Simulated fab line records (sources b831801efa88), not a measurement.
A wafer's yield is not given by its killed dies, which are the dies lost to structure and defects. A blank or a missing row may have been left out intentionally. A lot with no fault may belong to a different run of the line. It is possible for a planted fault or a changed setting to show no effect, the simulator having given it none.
Problem report, 8D (eight disciplines) form, completed by code :: flow sky130 :: the parts of the form that need people (team, actions taken, sign-off) are left out

== 1. PROBLEM STATEMENT ==
Wafers without a fault read 14.18 s, standard deviation 0.032; strip time to endpoint s at SKY_VT_ADJUST_NCORE_STRIP_10 reads a mean of 14.56 s on 6 wafers belonging to 2 lots. That puts it +12 standard deviations away from the usual mean.
The step: strips in O2/N2.
First seen on wafer L878.3, day 12 14:02, on plasma asher-04. Wafers with a number at this step in the record: 36, from 12 lots. Rule for "out", or "out of limits": more than 4 standard deviations from the usual mean. Any other wafer with a number is counted as sound.

== 2. WHAT IT IS, WHAT IT ISN'T ==
question: which readings at this step
is: strip time to endpoint s
is not: drypump motor current A, oes product au

question: which lots
is: L878, L883
is not: L864, L867, L870, L871, L872, L873, L874, L884, L886, L887

question: which wafers of those lots
is: all that have a number
is not: -

question: read on which tools
is: plasma asher-04
is not: plasma asher-02, plasma asher-03

question: when
is: from day 12 14:02
is not: up to then (21 sound wafers); but 9 sound wafers of L884, L886, L887 came after

== 3. THE SUSPECTS, EACH WITH WHAT RULES IT OUT ==
Counting: a tool at a process step up to the reading stays a suspect if it ran every lot that is out and no sound lot after the first of them.
- plasma asher-02 at SKY_PWDE_STRIP_09 (strips in O2/N2): ruled out as a lasting fault. Following L878 (day 7 02:28), the first lot on it that is out, the sound lots L884, L886, L887 were run on it.
- litho track-01 at SKY_VT_ADJUST_NCORE_COAT_02 (resist thk 1140 nm): kept. It processed each lot that is out, first L878 at day 12 01:44, and no sound lot thereafter; up to then, the last sound lot it processed was L874 at day 10 22:23.
- plasma asher-04 at SKY_VT_ADJUST_NCORE_STRIP_10 (strips in O2/N2): ruled out as a lasting fault. Following L878 (day 12 14:02), the first lot on it that is out, the sound lots L884 were run on it.
After counting, what remains is litho track-01 at SKY_VT_ADJUST_NCORE_COAT_02.

== 4. THE CAUSE (what the simulator had put in) ==
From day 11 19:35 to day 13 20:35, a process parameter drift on litho track-01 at SKY_VT_ADJUST_NCORE_COAT_02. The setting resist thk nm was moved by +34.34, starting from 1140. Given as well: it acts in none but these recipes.
The count eliminated every tool but this one.

== 5. SEQUENCE OF EFFECTS, ordered by route ==
Each row: a reading whose mean over the struck wafers that have a number lies more than 3 standard deviations from the usual. Readings are gone through only where the record gives a usual standard deviation; hours: the median, over the lots, of the time from a lot's start at the first step in this table giving one to that lot's start at this step; sigmas: the change measured in usual standard deviations.
hours: 0
step: SKY_VT_ADJUST_NCORE_STRIP_10
reading: strip time to endpoint s
usual: 14.18 s
on struck wafers: 14.56
change: +0.38
sigmas: +12
The process steps in it:
- SKY_VT_ADJUST_NCORE_STRIP_10: strips in O2/N2.

== 6. HOW IT WOULD HAVE BEEN CAUGHT EARLIER ==
The fault began at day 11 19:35; the first out-of-limits reading in this record came at day 12 14:02, 18 hours later.
Tool readings at SKY_VT_ADJUST_NCORE_COAT_02 with a usual standard deviation given in the record: none out on any struck wafer, hence no alarm at a limit of 4 standard deviations on them.
Among the 2 lots that are out, L883 began SKY_VT_ADJUST_NCORE_COAT_02 on litho track-01 after day 12 14:02. Putting the tool on hold at that point would have spared it.
